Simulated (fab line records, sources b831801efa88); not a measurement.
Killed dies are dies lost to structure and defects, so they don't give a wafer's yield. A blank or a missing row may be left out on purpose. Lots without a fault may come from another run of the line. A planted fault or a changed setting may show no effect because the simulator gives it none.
fab line records | flow sky130
record lots=6 wafers=18 last_day=50
route steps=708 shown SONOS_ONO@172 PAD_OPEN@708
lots that met no fault: from a run of the same line without faults
start_h: hours from the record's first day to the start of the lot's first wafer shown | wait_h: hours since the lot's step before | " the same as in the row above | L1.1+2: a row that stands for several wafers | - no value, or no start given | * or withheld: withheld | < > ~ a bound
route shown NAME@n: a module of which the file shows steps, and the number in the route of the first | usual: mean/standard deviation of fault-free wafers | same: alike in all rows | chamber/n: place in a boat | sites: the reading at each site | _std_site: their standard deviation | _edge_site: outer sites' mean less inner sites' | radius_mm: how far each site lies from the wafer's centre | mask NAME#n: copy n | behind: the tool/chamber that last shaped the wafer | hold: why the lot was held/for how many hours/how that ended | device: the transistor (n, p or np) that didn't switch | end of line: the same wafers' tests at the end of the route | a step without rows: its recipe alone | killed: dies lost to structure and defects at the first sort, not the wafer's yield | map: a wafer's dies, x killed, . not, _ none there
set.NAME: the setting as run; set.NAME@STEP: as run at that earlier step | model.NAME: the simulator's own value behind a step, which no gauge read
lots at some steps of the route; a table a step, a row a wafer
services: from which hour (start_h, from the record's first day; less than 0 if before it) a tool's chamber was out of use, for how many hours, and why
## steps
# step SKY_SONOS_ONO_CVD_04
# recipe material=SiO2 precursor=SiH4/N2O target_thk_nm=5.7199 temp_c=900 pressure_mtorr=400
# step SKY_SONOS_ONO_THK_MEAS_05
# recipe reads=SiO2_of_SONOS_ONO_CVD_04
# usual SONOS_ONO_CVD_04_THK=5.72/0.12
# columns lot.wafer tool chamber start_h wait_h SONOS_ONO_CVD_04_THK[nm]
L249.1 film_metro-01 - 312.12 0.0 5.82
L249.2 " - " " 5.64
L249.4 " - " " 5.65
L254.2 film_metro-01 - 344.66 0.0 5.67
L254.3 " - " " 5.59
L254.5 " - " " 5.61
L256.2 film_metro-03 - 372.05 0.0 5.63
L256.3 " - " " 5.69
L256.6 " - " " 5.81
L258.1 film_metro-03 - 373.29 0.0 5.70
L258.2 " - " " 5.84
L258.6 " - " " 5.69
L262.2 film_metro-04 - 405.11 0.0 5.66
L262.3 " - " " 5.71
L262.4 " - " " 5.64
L263.1 film_metro-04 - 407.94 0.0 5.48
L263.5 " - " " 5.44
L263.6 " - " " 5.52
# step SKY_SONOS_ONO_DEHYDRATE_06
# recipe temp_c=200 time_s=60
# step SKY_SONOS_ONO_HMDS_07
# recipe prime_time_s=60 prime_temp_c=120
# step SKY_SONOS_ONO_COAT_08
# recipe resist=NOVOLAK spin_rpm=3000 resist_thk_nm=1140
# step SKY_SONOS_ONO_SOFTBAKE_09
# recipe temp_c=90 time_s=60 resist=NOVOLAK
# step SKY_SONOS_ONO_EXPOSE_10
# recipe mask_id=ONOM target_cd_nm=410 na=0.6 source_shape=conventional sigma_outer=0.6 dose_mj=150
# step SKY_SONOS_ONO_PEB_11
# recipe temp_c=withheld time_s=* resist=NOVOLAK
# step SKY_SONOS_ONO_DEVELOP_12
# recipe develop_time_s=60 dev_temp_c=23
# step SKY_SONOS_ONO_CD_MEAS_13
# recipe target_cd_nm=410
# usual cd_nm=410.2/2.1
# columns lot.wafer tool chamber start_h wait_h cd_nm
L249.1 cd_sem-01 - 338.93 0.1 410.3
L249.2 " - " " 409.7
L249.4 " - " " 409.9
L254.2 cd_sem-01 - 372.35 0.1 406.2
L254.3 " - " " 406.9
L254.5 " - " " 407.5
L256.2 cd_sem-01 - 401.73 0.1 411.1
L256.3 " - " " 411.3
L256.6 " - " " 410.5
L258.1 cd_sem-02 - 402.23 0.1 408.9
L258.2 " - " " 408.0
L258.6 " - " " 407.6
L262.2 cd_sem-02 - 435.50 0.1 409.6
L262.3 " - " " 408.7
L262.4 " - " " 409.9
L263.1 cd_sem-01 - 439.36 0.1 412.9
L263.5 " - " " 412.1
L263.6 " - " " 412.6
# step SKY_SONOS_ONO_OVL_MEAS_14
# usual SONOS_ONO_OVL=0.4/1.5
# columns lot.wafer tool chamber start_h wait_h SONOS_ONO_OVL[nm]
L249.1 overlay-01 - 339.05 0.1 0.5
L249.2 " - " " 0.1
L249.4 " - " " 2.7
L254.2 overlay-01 - 372.46 0.1 0.4
L254.3 " - " " 2.0
L254.5 " - " " 0.9
L256.2 overlay-01 - 401.83 0.1 2.7
L256.3 " - " " 2.1
L256.6 " - " " 2.8
L258.1 overlay-02 - 402.35 0.1 0.2
L258.2 " - " " 0.1
L258.6 " - " " -0.1
L262.2 overlay-02 - 435.61 0.1 -0.9
L262.3 " - " " -0.1
L262.4 " - " " 1.4
L263.1 overlay-02 - 439.48 0.1 0.2
L263.5 " - " " 0.0
L263.6 " - " " -0.6
# step SKY_SONOS_ONO_ETCH_15
# recipe target_depth_nm=19.52 chemistry=CHF3/O2 source_w=600 bias_w=200 pressure_mtorr=40 chf3_flow_sccm=50 O2_flow_sccm=5 time_s=7.8
# usual O2_flow_sccm=5.002/0.015 bias_w=200.1/0.66 chf3_flow_sccm=49.99/0.14 drypump_motor_current_A=5.6/0.53 oes_product_au=0.999/0.017 throttle_valve_pct=8.825/0.0097
# columns lot.wafer tool chamber start_h wait_h O2_flow_sccm bias_w chf3_flow_sccm drypump_motor_current_A oes_product_au rf_hours_counter_h throttle_valve_pct
L249.1 rie_diel-02 1 339.09 0.0 5.036 200.1 49.91 5.5 0.987 44 8.818
L249.2 " 2 " " 5.001 200.9 50.05 6.2 0.991 11 8.820
L249.4 " 1 " " 5.000 200.6 49.89 5.5 0.984 - 8.822
L254.2 rie_diel-02 2 372.49 0.0 5.010 199.8 50.11 6.2 1.012 11 8.838
L254.3 " 3 " " 4.988 200.0 49.92 6.0 1.026 108 8.835
L254.5 " 0 " " 4.988 200.1 49.99 6.2 0.991 - 8.818
L256.2 rie_diel-04 2 401.86 0.0 5.010 200.3 49.87 6.2 1.015 3 8.826
L256.3 " 0 " " 4.965 199.4 50.04 5.7 1.002 6 8.813
L256.6 " 3 " " 4.988 199.7 49.94 4.8 0.991 - 8.816
L258.1 rie_diel-03 1 402.39 0.0 5.030 199.4 49.93 5.3 0.995 11 8.819
L258.2 " 0 " " 5.018 199.7 49.90 5.8 1.020 42 8.828
L258.6 " 2 " " 4.999 198.6 49.87 5.7 0.986 - 8.822
L262.2 rie_diel-04 3 435.64 0.0 5.003 199.9 49.95 4.8 0.989 18 8.835
L262.3 " 0 " " 5.022 198.0 50.13 5.7 1.001 6 8.811
L262.4 " 2 " " 5.010 199.7 50.16 6.2 1.028 3 8.825
L263.1 rie_diel-04 1 439.51 0.0 5.000 200.1 50.04 4.9 0.991 5 8.833
L263.5 " 1 " " 5.001 200.0 50.25 4.9 0.989 - 8.830
L263.6 " 2 " " 5.009 200.1 49.94 6.2 1.028 - 8.826
# step SKY_SONOS_ONO_WET_ETCH_16
# recipe chemistry=dHF target_depth_nm=14 dry=n2_spin target=SiO2 dilution=100:1 temp_c=25 time_s=280
# usual bath_heat_duty_pct=6.5/0.77 run_length_s=308/3.6
# columns lot.wafer tool chamber start_h wait_h bath_heat_duty_pct run_length_s model.SiO2_of_FIELD_ISO_CVD_24.thk_nm model.SiO2_of_NWELL_OXIDATION_01.thk_nm
L249.1 wet_bench-03 0 339.11 0.0 6.5 312 382 0
L249.2 " 0 " " 7.4 312 381.2 0
L249.4 " 0 " " 6.9 312 383.9 0
L254.2 wet_bench-02 2 372.51 0.0 5.6 305 383.5 0
L254.3 " 2 " " 7.0 305 382.9 0
L254.5 " 2 " " 5.5 305 381.5 0
L256.2 wet_bench-02 2 401.89 0.0 - - 397.6 5.56
L256.3 " 2 " " - - 399.5 5.357
L256.6 " 2 " " - - 398.9 5.513
L258.1 wet_bench-03 2 402.41 0.0 - - 399.9 5.136
L258.2 " 2 " " - - 399.1 4.982
L258.6 " 2 " " - - 398.9 5.054
L262.2 wet_bench-03 0 435.66 0.0 7.6 305 386.7 0
L262.3 " 0 " " 6.9 305 384.6 0
L262.4 " 0 " " 7.4 305 384.1 0
L263.1 wet_bench-03 2 439.54 0.0 5.2 305 383.1 0
L263.5 " 2 " " 7.0 305 384.2 0
L263.6 " 2 " " 6.4 305 383.9 0
# step SKY_SONOS_ONO_STRIP_17
# recipe chemistry=O2/N2 power_w=1400 pressure_mtorr=1500 platen_temp_c=withheld o2_flow_sccm=3000 n2_flow_sccm=300 overash_fraction=0.5
# usual drypump_motor_current_A=5.8/0.47 oes_product_au=0.710/0.0043 strip_time_to_endpoint_s=14.11/0.034
# columns lot.wafer tool chamber start_h wait_h drypump_motor_current_A oes_product_au rf_hours_counter_h strip_time_to_endpoint_s
L249.1 plasma_asher-03 0 339.21 0.0 6.1 0.705 53 14.13
L249.2 " 1 " " 6.1 0.713 53 14.12
L249.4 " 1 " " 6.0 0.708 - 14.16
L254.2 plasma_asher-04 0 372.59 0.0 6.3 0.707 72 14.07
L254.3 " 0 " " 6.3 0.714 - 14.09
L254.5 " 1 " " 6.0 0.706 - 14.12
L256.2 plasma_asher-02 0 401.97 0.0 5.2 0.715 29 14.07
L256.3 " 0 " " 5.2 0.704 - 14.05
L256.6 " 0 " " 5.2 0.719 - 14.07
L258.1 plasma_asher-03 0 402.50 0.0 6.0 0.712 59 14.11
L258.2 " 1 " " 6.1 0.712 59 14.12
L258.6 " 0 " " 6.1 0.709 - 14.07
L262.2 plasma_asher-04 1 435.74 0.0 6.1 0.710 1 14.16
L262.3 " 1 " " 6.0 0.715 - 14.11
L262.4 " 0 " " 6.3 0.714 - 14.11
L263.1 plasma_asher-03 0 439.62 0.0 6.0 0.710 63 14.13
L263.5 " 0 " " 6.1 0.711 - 14.14
L263.6 " 1 " " 6.1 0.713 - 14.13
# step SKY_SONOS_ONO_WET_ETCH_18
# recipe chemistry=H3PO4 target_depth_nm=15 target=Si3N4 temp_c=160 time_s=172
# usual bath_guard_temp_C=159.8/0.61 bath_heat_duty_pct=29/3
# columns lot.wafer tool chamber start_h wait_h bath_guard_temp_C bath_heat_duty_pct model.SiO2_of_FIELD_ISO_CVD_24.thk_nm
L249.1 wet_bench-02 1 339.31 0.1 158.9 32 381.8
L249.2 " 1 " " 159.4 29 381.1
L249.4 " 1 " " 159.1 30 383.8
L254.2 wet_bench-03 0 372.69 0.1 160.5 29 383.4
L254.3 " 0 " " 160.5 30 382.7
L254.5 " 0 " " 160.5 29 381.4
L256.2 wet_bench-03 0 402.07 0.1 160.8 31 397.5
L256.3 " 0 " " 160.6 33 399.3
L256.6 " 0 " " 160.5 30 398.7
L258.1 wet_bench-02 2 402.60 0.1 160.5 26 399.7
L258.2 " 2 " " 160.1 29 398.9
L258.6 " 2 " " 160.5 26 398.7
L262.2 wet_bench-01 2 435.84 0.1 159.1 28 386.5
L262.3 " 2 " " 159.1 25 384.5
L262.4 " 2 " " 159.4 26 384
L263.1 wet_bench-01 3 439.72 0.1 160.7 29 383
L263.5 " 3 " " 160.6 30 384.1
L263.6 " 3 " " 160.4 29 383.7
# step SKY_PAD_OPEN_PROBE_99
# usual killed_at_M0_to_M3=43/6.8 killed_at_M4_up=3.2/2 killed_at_contacts=24/5.3 killed_at_front_end=16/4.4 killed_at_other=0.3/0.54 killed_dies=86/9.4 killed_on_rim=16/3.8 killed_open=48/6.6 killed_short=38/6.5
# same gross_dies=492 killed_at_back_side=0
# columns lot.wafer tool chamber start_h wait_h killed_at_M0_to_M3 killed_at_M4_up killed_at_contacts killed_at_front_end killed_at_other killed_dies killed_on_rim killed_open killed_short
L249.1 prober-02 - 1133.09 0.1 40 0 23 14 0 77 16 43 34
L249.2 prober-02 - 1133.14 0.1 46 2 12 10 1 71 13 41 30
L249.4 prober-02 - 1133.24 0.2 38 5 23 13 0 79 12 45 34
L254.2 prober-01 - 1155.73 0.1 49 4 21 18 0 92 18 46 46
L254.3 prober-01 - 1155.78 0.2 37 1 25 14 0 77 13 39 38
L254.5 prober-01 - 1155.88 0.2 41 4 21 20 0 86 17 52 34
L256.2 prober-02 - 1174.65 0.1 51 0 14 427 0 492 96 43 34
L256.3 prober-02 - 1174.70 0.2 51 4 20 416 1 492 96 46 44
L256.6 prober-02 - 1174.85 0.2 43 2 28 418 1 492 96 49 36
L258.1 prober-01 - 1178.23 0.1 38 3 22 429 0 492 96 39 46
L258.2 prober-01 - 1178.28 0.1 43 2 19 427 1 492 96 50 35
L258.6 prober-01 - 1178.48 0.2 48 6 22 416 0 492 96 52 40
L262.2 prober-02 - 1192.16 0.1 39 2 37 6 0 84 15 47 37
L262.3 prober-02 - 1192.21 0.2 58 2 29 22 0 111 16 56 54
L262.4 prober-02 - 1192.26 0.2 39 1 25 14 0 79 13 39 40
L263.1 prober-01 - 1194.37 0.1 36 4 15 15 2 72 18 43 28
L263.5 prober-01 - 1194.57 0.2 52 3 20 16 0 91 21 54 37
L263.6 prober-01 - 1194.62 0.2 45 0 21 15 0 81 14 51 30
# killed by level:class
L249.1 CONTACT:geometric_particle:open=11 VIA2:geometric_particle:open=8 LI_CONTACT:geometric_particle:open=6 METAL2:geometric_particle:short=6 VIA1:geometric_particle:open=5 METAL1:geometric_particle:short=5 FIELD_ISO:geometric_particle:open=4 VIA2:geometric_particle:short=4
L249.2 VIA2:geometric_particle:open=12 VIA3:geometric_particle:open=6 METAL2:geometric_particle:short=6 VIA2:geometric_particle:short=6 CONTACT:geometric_particle:open=5 LI_CONTACT:geometric_particle:open=4 FIELD_ISO:geometric_particle:open=3 POLY_GATE:geometric_particle:open=3
L249.4 CONTACT:geometric_particle:open=9 VIA2:geometric_particle:open=8 LI_CONTACT:geometric_particle:open=5 METAL1:geometric_particle:short=5 VIA2:geometric_particle:short=5 VIA3:geometric_particle:open=5 POLY_GATE:geometric_particle:open=4 LOCAL_INTERCONNECT:geometric_particle:short=4
L254.2 VIA2:geometric_particle:open=9 METAL2:geometric_particle:short=8 CONTACT:geometric_particle:open=7 POLY_GATE:geometric_particle:open=5 VIA1:geometric_particle:short=5 VIA1:geometric_particle:open=5 VIA2:geometric_particle:short=5 VIA3:geometric_particle:open=5
L254.3 VIA1:geometric_particle:open=7 VIA1:geometric_particle:short=7 FIELD_ISO:geometric_particle:open=6 CONTACT:geometric_particle:open=6 VIA2:geometric_particle:open=5 LI_CONTACT:geometric_particle:open=5 LOCAL_INTERCONNECT:geometric_particle:short=5 VIA2:geometric_particle:short=5
L254.5 VIA1:geometric_particle:open=11 VIA2:geometric_particle:open=8 VIA3:geometric_particle:open=8 LI_CONTACT:geometric_particle:open=6 CONTACT:geometric_particle:short=6 CONTACT:geometric_particle:open=6 POLY_GATE:geometric_particle:open=5 VIA1:geometric_particle:short=5
L256.2 SONOS_ONO:area_etch=414 VIA1:geometric_particle:open=10 VIA3:geometric_particle:open=9 METAL2:geometric_particle:short=7 CONTACT:geometric_particle:open=6 VIA1:geometric_particle:short=6 FIELD_ISO:geometric_particle:open=4 LOCAL_INTERCONNECT:geometric_particle:short=4
L256.3 SONOS_ONO:area_etch=400 VIA1:geometric_particle:open=9 VIA1:geometric_particle:short=7 METAL1:geometric_particle:short=7 FIELD_ISO:geometric_particle:open=6 LI_CONTACT:geometric_particle:open=6 VIA2:geometric_particle:open=5 LOCAL_INTERCONNECT:geometric_particle:short=4
L256.6 SONOS_ONO:area_etch=407 CONTACT:geometric_particle:open=9 VIA1:geometric_particle:open=9 VIA2:geometric_particle:open=8 LI_CONTACT:geometric_particle:open=7 VIA1:geometric_particle:short=6 FIELD_ISO:geometric_particle:short=5 CONTACT:geometric_particle:short=5
L258.1 SONOS_ONO:area_etch=406 CONTACT:geometric_particle:short=7 VIA3:geometric_particle:open=7 VIA1:geometric_particle:short=6 VIA1:geometric_particle:open=6 CONTACT:geometric_particle:open=6 POLY_GATE:geometric_particle:short=5 POLY_GATE:geometric_particle:open=5
L258.2 SONOS_ONO:area_etch=407 VIA1:geometric_particle:open=12 METAL2:geometric_particle:short=10 LI_CONTACT:geometric_particle:open=8 CONTACT:geometric_particle:open=7 VIA3:geometric_particle:open=6 FIELD_ISO:geometric_particle:short=5 VIA2:geometric_particle:open=5
L258.6 SONOS_ONO:area_etch=400 VIA1:geometric_particle:open=10 CONTACT:geometric_particle:open=9 VIA2:geometric_particle:open=9 METAL1:geometric_particle:short=7 FIELD_ISO:geometric_particle:open=6 VIA1:geometric_particle:short=5 LOCAL_INTERCONNECT:geometric_particle:short=4
L262.2 CONTACT:geometric_particle:open=12 LI_CONTACT:geometric_particle:open=8 LOCAL_INTERCONNECT:geometric_particle:short=7 VIA1:geometric_particle:open=6 VIA3:geometric_particle:open=6 VIA1:geometric_particle:short=5 VIA2:geometric_particle:short=5 LI_CONTACT:geometric_particle:short=4
L262.3 VIA1:geometric_particle:open=18 METAL1:geometric_particle:short=9 CONTACT:geometric_particle:open=9 LOCAL_INTERCONNECT:geometric_particle:short=7 FIELD_ISO:geometric_particle:open=6 VIA1:geometric_particle:short=6 POLY_GATE:geometric_particle:short=5 LI_CONTACT:geometric_particle:open=5
L262.4 CONTACT:geometric_particle:short=9 CONTACT:geometric_particle:open=6 VIA1:geometric_particle:short=6 VIA1:geometric_particle:open=6 VIA2:geometric_particle:open=6 FIELD_ISO:geometric_particle:short=5 LI_CONTACT:geometric_particle:open=5 VIA3:geometric_particle:open=5
L263.1 CONTACT:geometric_particle:open=7 VIA1:geometric_particle:open=7 FIELD_ISO:geometric_particle:open=5 VIA3:geometric_particle:open=5 METAL1:geometric_particle:short=4 POLY_GATE:geometric_particle:short=4 LI_CONTACT:geometric_particle:open=4 METAL2:geometric_particle:short=4
L263.5 VIA1:geometric_particle:open=16 LI_CONTACT:geometric_particle:open=7 CONTACT:geometric_particle:open=6 VIA1:geometric_particle:short=6 FIELD_ISO:geometric_particle:open=5 FIELD_ISO:geometric_particle:short=5 VIA3:geometric_particle:open=5 METAL3:geometric_particle:short=5
L263.6 VIA3:geometric_particle:open=10 LI_CONTACT:geometric_particle:open=9 CONTACT:geometric_particle:open=9 VIA1:geometric_particle:open=9 FIELD_ISO:geometric_particle:open=6 VIA1:geometric_particle:short=6 METAL2:geometric_particle:short=5 METAL3:geometric_particle:short=4
# map L256.2 (x killed, . not)
__________xxxxxxxxxx_________
________xxxxxxxxxxxxxx_______
______xxxxxxxxxxxxxxxxxx_____
_____xxxxxxxxxxxxxxxxxxxx____
____xxxxxxxxxxxxxxxxxxxxxx___
___xxxxxxxxxxxxxxxxxxxxxxxx__
__xxxxxxxxxxxxxxxxxxxxxxxxxx_
_xxxxxxxxxxxxxxxxxxxxxxxxxxxx
_xxxxxxxxxxxxxxxxxxxxxxxxxxxx
_xxxxxxxxxxxxxxxxxxxxxxxxxxxx
_xxxxxxxxxxxxxxxxxxxxxxxxxxxx
_xxxxxxxxxxxxxxxxxxxxxxxxxxxx
_xxxxxxxxxxxxxxxxxxxxxxxxxxxx
_xxxxxxxxxxxxxxxxxxxxxxxxxxxx
_xxxxxxxxxxxxxxxxxxxxxxxxxxxx
__xxxxxxxxxxxxxxxxxxxxxxxxxx_
___xxxxxxxxxxxxxxxxxxxxxxxx__
____xxxxxxxxxxxxxxxxxxxxxx___
_____xxxxxxxxxxxxxxxxxxxx____
______xxxxxxxxxxxxxxxxxx_____
________xxxxxxxxxxxxxx_______
__________xxxxxxxxxx_________
# map L258.1 (x killed, . not)
__________xxxxxxxxxx_________
________xxxxxxxxxxxxxx_______
______xxxxxxxxxxxxxxxxxx_____
_____xxxxxxxxxxxxxxxxxxxx____
____xxxxxxxxxxxxxxxxxxxxxx___
___xxxxxxxxxxxxxxxxxxxxxxxx__
__xxxxxxxxxxxxxxxxxxxxxxxxxx_
_xxxxxxxxxxxxxxxxxxxxxxxxxxxx
_xxxxxxxxxxxxxxxxxxxxxxxxxxxx
_xxxxxxxxxxxxxxxxxxxxxxxxxxxx
_xxxxxxxxxxxxxxxxxxxxxxxxxxxx
_xxxxxxxxxxxxxxxxxxxxxxxxxxxx
_xxxxxxxxxxxxxxxxxxxxxxxxxxxx
_xxxxxxxxxxxxxxxxxxxxxxxxxxxx
_xxxxxxxxxxxxxxxxxxxxxxxxxxxx
__xxxxxxxxxxxxxxxxxxxxxxxxxx_
___xxxxxxxxxxxxxxxxxxxxxxxx__
____xxxxxxxxxxxxxxxxxxxxxx___
_____xxxxxxxxxxxxxxxxxxxx____
______xxxxxxxxxxxxxxxxxx_____
________xxxxxxxxxxxxxx_______
__________xxxxxxxxxx_________
## services
# columns tool chamber start_h hours kind
rie_diel-02 0 336.56 8.9 repair
rie_diel-03 - 337.34 0.8 repair
plasma_asher-03 - 376.76 8.6 repair
rie_diel-03 1 377.61 3.3 repair
rie_diel-03 0 377.92 3.8 repair
rie_diel-02 - 390.62 0.9 repair
rie_diel-03 - 398.11 4.1 repair
wet_bench-03 - 402.92 2.6 repair
rie_diel-02 3 407.27 - clean
rie_diel-02 3 407.27 20.8 scheduled_down
rie_diel-02 3 407.27 20.8 vent_cycle
plasma_asher-04 - 421.25 9.0 pm
plasma_asher-04 0 421.25 9.0 vent_cycle
plasma_asher-04 1 421.25 9.0 vent_cycle
plasma_asher-04 0 430.25 - clean
plasma_asher-04 1 430.25 - clean
rie_diel-03 2 434.79 8.9 repair
## key
first_sign step=SKY_SONOS_ONO_WET_ETCH_16 reading=tool_record direction=missing
effect step=SKY_PAD_OPEN_PROBE_99 reading=killed_at_front_end direction=up sigmas=93 usual=16 struck=422
model_effect step=SKY_SONOS_ONO_WET_ETCH_16 value=SiO2_of_FIELD_ISO_CVD_24.thk_nm without=383.5 struck=399
model_effect step=SKY_SONOS_ONO_WET_ETCH_18 value=SiO2_of_FIELD_ISO_CVD_24.thk_nm without=383.4 struck=398.8
more_kills_born_at SKY_SONOS_ONO_WET_ETCH_16@wet_bench-02=1221 SKY_SONOS_ONO_WET_ETCH_16@wet_bench-03=1213
met_at SKY_SONOS_ONO_WET_ETCH_16
struck_wafers L256.2,L256.3,L256.6,L258.1,L258.2,L258.6
later_rows_left_out L256.2,L256.3,L256.6,L258.1,L258.2,L258.6
tester_left_out L256,L258
onset_between 372.51 401.89
fault kind=skipped_step_whole tool=wet_bench-02,wet_bench-03 chamber=- onset_h=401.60 steps=SKY_SONOS_ONO_WET_ETCH_16 scope=struck_lots_only
# tester_left_out: of these lots the tester's yield and bins aren't shown, on N5 and GAA mostly nor the transistor test; their killed dies are dies lost to structure and defects alone, not to doping, threshold or leakage, so they don't give the yield
# later_rows_left_out: the simulator's readings of these wafers behind a module that went badly wrong aren't trusted and aren't shown, but for the sort
